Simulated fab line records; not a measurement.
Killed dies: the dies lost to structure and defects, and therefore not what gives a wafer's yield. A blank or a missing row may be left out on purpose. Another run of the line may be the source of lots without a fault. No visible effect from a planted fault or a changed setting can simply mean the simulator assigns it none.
Which tool was responsible?	flow gf180mcu	11 lots, 33 wafers sampled, at 6 steps of a route of 602

WHAT THE GAUGES SHOWED, per wafer
GF_TOP_METAL_RS_MEAS_05: the measuring method here is four-point-probe.
lot	measured	on	TOP_METAL_ALCU_RS (ohm/sq)
L527	day 27 01:28	film-metro-04	0.03255 0.03247 0.03234
L528	day 28 00:50	film-metro-03	0.03271 0.03275 0.0332
L531	day 28 15:54	film-metro-04	0.03216 0.03237 0.03229
L532	day 28 19:18	film-metro-03	0.03272 0.03298 0.03275
L533	day 29 00:09	film-metro-02	0.0327 0.03205 0.03254
L536	day 30 02:11	film-metro-02	0.03255 0.03243 0.03247
L539	day 30 22:34	film-metro-04	0.03275 0.03258 0.03261
L540	day 31 03:43	film-metro-04	0.03308 0.04281 0.04248 0.03313 0.04277 0.04242
L543	day 32 02:20	film-metro-04	0.043 0.03336 0.04335 0.043 0.03331 0.04318
L544	day 32 07:09	film-metro-03	0.03239 0.03254 0.03253
L550	day 33 14:05	film-metro-03	0.0327 0.03283 0.03283

GF_TOP_METAL_THK_MEAS_06: measures by xrf.
lot	measured	on	TOP_METAL_ALCU_THK (nm)
L527	day 27 01:35	film-metro-04	906 902 908
L528	day 28 00:56	film-metro-03	901 901 890
L531	day 28 16:01	film-metro-04	919 918 915
L532	day 28 19:25	film-metro-03	902 895 902
L533	day 29 00:16	film-metro-02	887 913 893
L536	day 30 02:17	film-metro-02	895 900 899
L539	day 30 22:41	film-metro-04	913 910 914
L540	day 31 06:38	film-metro-04	888 689 696 885 687 692
L543	day 32 04:47	film-metro-04	690 891 686 694 889 687
L544	day 32 07:16	film-metro-03	904 897 894
L550	day 33 14:11	film-metro-03	898 897 891

WHAT TOOL EACH LOT RAN ON (gives the tool, then ch and the chambers of the sampled wafers, and finally the start)
lot	GF_MIM_SPUTTER_03	GF_MIM_SPUTTER_07	GF_M5_ETCH_09	GF_TOP_METAL_SPUTTER_02
L527	pvd-sputter-03, day 24 06:34	pvd-sputter-01, day 24 06:43	rie-diel-01 ch 0,1,3, day 26 01:34	pvd-sputter-04, day 27 01:22
L528	pvd-sputter-03, day 25 07:44	pvd-sputter-01, day 25 07:53	rie-diel-01 ch 0,2,3, day 27 01:48	pvd-sputter-02, day 28 00:42
L531	pvd-sputter-02, day 25 23:47	pvd-sputter-01, day 25 23:56	rie-diel-04 ch 0,1,3, day 27 17:38	pvd-sputter-04, day 28 15:47
L532	pvd-sputter-03, day 26 02:14	pvd-sputter-01, day 26 02:23	rie-diel-04 ch 0,2,3, day 27 20:15	pvd-sputter-03, day 28 19:11
L533	pvd-sputter-02, day 26 09:02	pvd-sputter-01, day 26 09:11	rie-diel-01 ch 0,2,3, day 28 02:10	pvd-sputter-03, day 29 00:02
L536	pvd-sputter-02, day 27 11:05	pvd-sputter-03, day 27 11:14	rie-diel-01 ch 0,1,3, day 29 03:41	pvd-sputter-04, day 30 02:04
L539	pvd-sputter-01, day 28 09:42	pvd-sputter-02, day 28 09:51	rie-diel-01 ch 1,3, day 30 00:50	pvd-sputter-04, day 30 22:29
L540	pvd-sputter-03, day 28 17:23	pvd-sputter-01, day 28 17:33	rie-diel-01 ch 1,3, day 30 07:18	pvd-sputter-04, day 31 03:37
L543	pvd-sputter-02, day 29 11:07	pvd-sputter-03, day 29 11:17	rie-diel-01 ch 0,2,3, day 30 23:59	pvd-sputter-04, day 32 02:15
L544	pvd-sputter-01, day 29 21:59	pvd-sputter-03, day 29 22:08	rie-diel-01 ch 0,1,2, day 31 10:59	pvd-sputter-02, day 32 06:59
L550	pvd-sputter-02, day 31 08:49	pvd-sputter-03, day 31 08:58	rie-diel-01 ch 0,1,3, day 32 19:14	pvd-sputter-02, day 33 13:58
- GF_MIM_SPUTTER_03: material Ti, target thk 10 nm, time 6.7 s.
- GF_MIM_SPUTTER_07: material TiN, target thk 60 nm, time 50 s.
- GF_M5_ETCH_09: etches Si3N4 in CF4/O2, target depth 52 nm, time 11.6 s.
- GF_TOP_METAL_SPUTTER_02: material AlCu, target thk 900 nm, time 47.82 s.

AS READ BY THE TOOLS THEMSELVES (means over the sampled wafers that have a number; for cases with no such wafer, the mark the record gives instead)
GF_MIM_SPUTTER_03.
lot	tool	throttle-valve-pct (%)
L527	pvd-sputter-03	29.6
L528	pvd-sputter-03	29.9
L531	pvd-sputter-02	30.4
L532	pvd-sputter-03	29.8
L533	pvd-sputter-02	30.3
L536	pvd-sputter-02	31.3
L539	pvd-sputter-01	29.6
L540	pvd-sputter-03	29.9
L543	pvd-sputter-02	31.6
L544	pvd-sputter-01	29.2
L550	pvd-sputter-02	30.4

GF_MIM_SPUTTER_07.
lot	tool	throttle-valve-pct (%)
L527	pvd-sputter-01	29.9
L528	pvd-sputter-01	28.9
L531	pvd-sputter-01	29.9
L532	pvd-sputter-01	30.7
L533	pvd-sputter-01	29.7
L536	pvd-sputter-03	29.5
L539	pvd-sputter-02	30.1
L540	pvd-sputter-01	30.2
L543	pvd-sputter-03	29.7
L544	pvd-sputter-03	30.1
L550	pvd-sputter-03	30.4

GF_M5_ETCH_09.
lot	tool	drypump-motor-current-A (A)	oes-product-au (a.u.)	throttle-valve-pct (%)
L527	rie-diel-01	5.8	0.996	5.969
L528	rie-diel-01	5.9	1.001	5.966
L531	rie-diel-04	5.5	1.008	5.973
L532	rie-diel-04	5.5	0.994	5.964
L533	rie-diel-01	6.0	0.992	5.974
L536	rie-diel-01	5.7	0.999	5.970
L539	rie-diel-01	5.4	1.000	5.969
L540	rie-diel-01	5.7	0.995	5.967
L543	rie-diel-01	5.9	0.995	5.969
L544	rie-diel-01	5.7	0.996	5.957
L550	rie-diel-01	5.7	0.999	5.977

GF_TOP_METAL_SPUTTER_02.
lot	tool	throttle-valve-pct (%)
L527	pvd-sputter-04	29.9
L528	pvd-sputter-02	31.4
L531	pvd-sputter-04	29.4
L532	pvd-sputter-03	30.0
L533	pvd-sputter-03	29.9
L536	pvd-sputter-04	29.5
L539	pvd-sputter-04	29.2
L540	pvd-sputter-04	30.4
L543	pvd-sputter-04	30.5
L544	pvd-sputter-02	30.0
L550	pvd-sputter-02	30.0

THE ANSWER, worked out from the rows above alone
Rule: the lots themselves supply what counts as usual. The widest of any qualifying gaps counts: lots, ordered by their means at a reading, are off when they make up no more than a third of the lots, leave a main group of 4 or more, and stand apart from it by 3 or more times the standard deviation of that group's means. Not used: any main group whose means are identical at the precision the tables above print for the reading. A lot without any number at a reading at which 4 lots or more have one is off too. Where the step has rows for the other lots, those lots are counted as sound. After the gauges, taken in route order, come the tools' own readings; for these a lot's mean is taken, as printed above. The first step at which some lot is off is used, and at that step the reading that is off furthest; a lot without a number counts as furthest.
Off: L540, L543, seen at GF_TOP_METAL_RS_MEAS_05 (TOP_METAL_ALCU_RS). Main group: mean 0.03258 ohm/sq, sd 0.0002.
A tool fits if, at a process step before that reading, it ran every lot that is off, and no sound lot after the first of them. Those tools and the gauges at GF_TOP_METAL_RS_MEAS_05 are tried in the same way. Can't be told from this: 2 tools fit, pvd-sputter-04 at GF_TOP_METAL_SPUTTER_02, film-metro-04 at GF_TOP_METAL_RS_MEAS_05.

WHAT THE SIMULATOR HAD INSERTED
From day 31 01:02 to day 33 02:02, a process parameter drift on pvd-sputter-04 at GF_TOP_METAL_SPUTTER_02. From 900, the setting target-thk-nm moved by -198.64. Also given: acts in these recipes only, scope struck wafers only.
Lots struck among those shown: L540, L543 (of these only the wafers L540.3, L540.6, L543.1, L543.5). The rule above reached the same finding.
